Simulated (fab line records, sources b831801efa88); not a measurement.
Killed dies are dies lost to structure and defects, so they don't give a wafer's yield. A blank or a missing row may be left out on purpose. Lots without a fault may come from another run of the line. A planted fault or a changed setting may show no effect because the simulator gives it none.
Which tool did it? | flow gf180mcu | 6 lots, 18 wafers sampled, at 2 steps of a route of 602

WHAT THE GAUGES READ, wafer by wafer
GF_STI_THK_MEAS_24.
lot  | measured    | on            | STI_CVD_23_THK (nm)
L845 | day 2 23:56 | film_metro-01 | 640 638 647
L849 | day 3 21:13 | film_metro-02 | 650 650 642
L851 | day 4 07:15 | film_metro-04 | 653 652 651
L854 | day 5 02:00 | film_metro-04 | 639 657 655
L856 | day 5 09:30 | film_metro-01 | 667 659 665
L858 | day 5 22:59 | film_metro-01 | 643 644 644

WHICH TOOL RAN EACH LOT (tool, then ch and the chambers of the sampled wafers, then the start)
lot  | GF_STI_CVD_23
L845 | hdpcvd-01 ch 1,2, day 2 23:51
L849 | hdpcvd-01 ch 0,2, day 3 21:08
L851 | hdpcvd-02 ch 0,2, day 4 07:10
L854 | hdpcvd-01 ch 0,1, day 5 01:56
L856 | hdpcvd-02 ch 0,2, day 5 09:25
L858 | hdpcvd-01 ch 0,1,2, day 5 22:55
- GF_STI_CVD_23: deposits SiO2, target thk 650 nm, time 108.3 s.

THE ANSWER, worked out from the rows above alone
Rule: what is usual is taken from the lots themselves. Put in order of their means at a reading, lots are off if they are a third of the lots or fewer, leave a main group of 4 or more, and stand apart from it by a gap of 3 or more times the standard deviation of the main group's means; of several such gaps the widest counts. A main group whose means are all the same, to the digits that the tables above print for the reading, isn't used. A lot without any number at a reading at which 4 lots or more have one is off too. The other lots that the step has rows for count as sound.
No lot is off at any reading shown: from this, nothing can be told.

WHAT THE SIMULATOR HAD PUT IN
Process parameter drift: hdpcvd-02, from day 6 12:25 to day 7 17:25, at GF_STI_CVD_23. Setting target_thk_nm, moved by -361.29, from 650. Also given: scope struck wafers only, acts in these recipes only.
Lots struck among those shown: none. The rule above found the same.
